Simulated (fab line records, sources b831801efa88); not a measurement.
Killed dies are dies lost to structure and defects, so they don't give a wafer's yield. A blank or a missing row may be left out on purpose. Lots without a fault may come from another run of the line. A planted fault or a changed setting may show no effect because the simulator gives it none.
One fault seen from 2 desks | flow sky130 | each desk has only its own numbers; what lay behind them comes last

THE TOOL OWNER'S DESK: rie_metal-01
The tool's own readings at SKY_METAL4_ETCH_16 (etches BARC in N2/H2, stops on SiO2, time 88.2 s, target depth 60 nm): means of the sampled wafers that have a number, for each lot that ran on this tool. A lot is out of limits, marked OUT, if its mean lies more than 4 standard deviations from the usual mean; the brackets give that distance.
Columns: A = drypump_motor_current_A at SKY_METAL4_ETCH_16, usual 5.9 A; B = oes_product_au at SKY_METAL4_ETCH_16, usual 0.626 a.u.; C = run_length_s at SKY_METAL4_ETCH_16, usual 116.2 s; D = throttle_valve_pct at SKY_METAL4_ETCH_16, usual 13.205 %
lot  | first seen here | A   | B                | C               | D
L334 | day 43 13:01    | 5.3 | 0.672 (+9.9) OUT | 109.0 (-16) OUT | 13.204
L335 | day 43 17:52    | 5.2 | 0.671 (+9.5) OUT | 109.1 (-16) OUT | 13.216
L346 | day 48 02:56    | 5.3 | 0.623            | 115.9           | 13.204
This desk's finding: out of limits on L334, L335; first on L334, day 43 13:01 (oes_product_au at SKY_METAL4_ETCH_16). In limits: L346.

THE METROLOGY DESK
What the gauges read, lot by lot, whatever tool the lot ran on: means of the sampled wafers that have a number. A lot is out of limits, marked OUT, if its mean lies more than 4 standard deviations from the usual mean; the brackets give that distance.
Columns: A = cd_nm at SKY_METAL4_CD_MEAS_13, usual 299.8 nm; B = METAL4_OVL at SKY_METAL4_OVL_MEAS_14, usual 2 nm
lot  | first seen here | A     | B
L327 | day 41 12:14    | 300.8 | -5
L334 | day 43 12:50    | 298.5 | 0
L335 | day 43 17:41    | 302.1 | 8
L339 | day 44 21:47    | 297.1 | 0
L342 | day 45 17:47    | 299.2 | 2
L346 | day 48 02:46    | 297.9 | 4
This desk's finding: nothing out of limits on any of the 6 lots.

PUT TOGETHER
The tool owner's desk could have raised an alarm at day 43 13:01, on L334, L335.
The metrology desk saw nothing out of limits.
The metrology desk has L334, L335 on record, within its limits.
Of the lots named, all ran SKY_METAL4_ETCH_16 on rie_metal-01.

WHAT THE SIMULATOR HAD PUT IN
Process parameter drift: rie_metal-01, from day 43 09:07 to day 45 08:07, at SKY_METAL4_ETCH_16. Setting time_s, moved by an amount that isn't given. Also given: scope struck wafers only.
Lots struck among those shown: L334, L335.
Hours from the fault's start to each desk's first reading out of limits: the tool owner's desk, 4.
